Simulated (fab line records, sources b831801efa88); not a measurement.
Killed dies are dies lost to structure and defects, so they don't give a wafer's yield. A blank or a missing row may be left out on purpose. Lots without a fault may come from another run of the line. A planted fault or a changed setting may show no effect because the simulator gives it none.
A struck lot beside a sound one | flow gf180mcu | 19 steps out of a route of 602
Sound: wafers L106.2, L106.3, L106.4. Struck: wafers L121.1, L121.3, L121.6. The cause comes at the end.
At each step with rows: each side's tool, then ch and its chambers, then its first start. Under that, the readings that differ: sound wafers | struck wafers | difference of the means | sigmas: that difference in standard deviations of wafers without a fault.
alike: readings whose means differ by less than 2 such deviations, and words and numbers that are the same on both sides. not compared: withheld readings, readings that some wafer has no value for, bounds like >300 that may hide the same value, and numbers for which the record gives no deviation and whose values overlap.
The two part at a step that has a row with sigmas, a row that says differs or no value, or rows on one side only. Numbers that don't overlap but have no deviation are shown without sigmas and don't part them. A reading that every wafer of one side lacks parts them only if that side has two wafers or more.

first, 1 step without rows for these wafers: GF_MVPSD_DEVELOP_06 (develop time 60 s).
GF_MVPSD_OVL_MEAS_07:
  sound on overlay-02, day 5 04:24; struck on overlay-01, day 8 22:53
  alike: MVPSD_OVL
then, 2 steps without rows for these wafers: GF_MVPSD_IMPLANT_08; GF_MVPSD_IMPLANT_09.
GF_MVPSD_STRIP_10: strips in O2/N2.
  sound on plasma_asher-01 ch 0,1, day 5 04:44; struck on plasma_asher-03 ch 0,1, day 8 23:13
  alike: drypump_motor_current_A, heater_power_w, oes_product_au, strip_time_to_endpoint_s
  not compared: rf_hours_counter_h
GF_MVPSD_TW_MEAS_11:
  sound on film_metro-02, day 5 04:50; struck on film_metro-04, day 8 23:19
  alike: MVPSD_TW
then, 6 steps without rows for these wafers: GF_VT_IMPLANT_DEHYDRATE_00 (time 60 s); GF_VT_IMPLANT_HMDS_01 (prime time 60 s); GF_VT_IMPLANT_COAT_02 (resist thk 1000 nm); GF_VT_IMPLANT_SOFTBAKE_03 (time 60 s); GF_VT_IMPLANT_EXPOSE_04 (exposes mask LVPWELL LV AREA, target cd 600 nm); GF_VT_IMPLANT_PEB_05.
GF_VT_IMPLANT_DEVELOP_06: develop time 60 s.
  sound on litho_track-04 ch 0, day 5 19:14; struck on litho_track-02 ch 0, day 9 16:13
  alike: chill_plate_temp_C, resist_line_temp_C
GF_VT_IMPLANT_OVL_MEAS_07:
  sound on overlay-02, day 5 19:22; struck on overlay-02, day 9 16:22
  alike: VT_IMPLANT_OVL
then, 1 step without rows for these wafers: GF_VT_IMPLANT_IMPLANT_08.
GF_VT_IMPLANT_STRIP_09: strips in O2/N2.
  sound on plasma_asher-04 ch 0,1, day 5 19:33; struck on plasma_asher-04 ch 0,1, day 9 16:33
  reading                      | sound             | struck            | difference | sigmas
  strip_time_to_endpoint_s (s) | 12.61 12.60 12.63 | 12.70 12.70 12.70 | +0.09      | +2
  alike: drypump_motor_current_A, heater_power_w, oes_product_au
  not compared: rf_hours_counter_h
GF_VT_IMPLANT_TW_MEAS_10:
  sound on film_metro-01, day 5 19:40; struck on film_metro-01, day 9 16:39
  reading       | sound       | struck   | difference | sigmas
  VT_IMPLANT_TW | 569 571 572 | 30 30 30 | -541       | -98
then, 1 step without rows for these wafers: GF_VT_IMPLANT_DEHYDRATE_11 (time 60 s).
-- the record jumps here: 24 days lie between the struck wafers' starts before and after (it left off in module VT_IMPLANT and takes up again in module PASSIVATION, whose first step shown is number 602 of the route) --
GF_PASSIVATION_PROBE_99:
  the record has rows for the struck wafers here (prober-02, day 33 12:34) and none for the sound ones

WHERE THEY PART
First at GF_VT_IMPLANT_STRIP_09; last, within this record, at GF_PASSIVATION_PROBE_99.

WHY: what the simulator had put in
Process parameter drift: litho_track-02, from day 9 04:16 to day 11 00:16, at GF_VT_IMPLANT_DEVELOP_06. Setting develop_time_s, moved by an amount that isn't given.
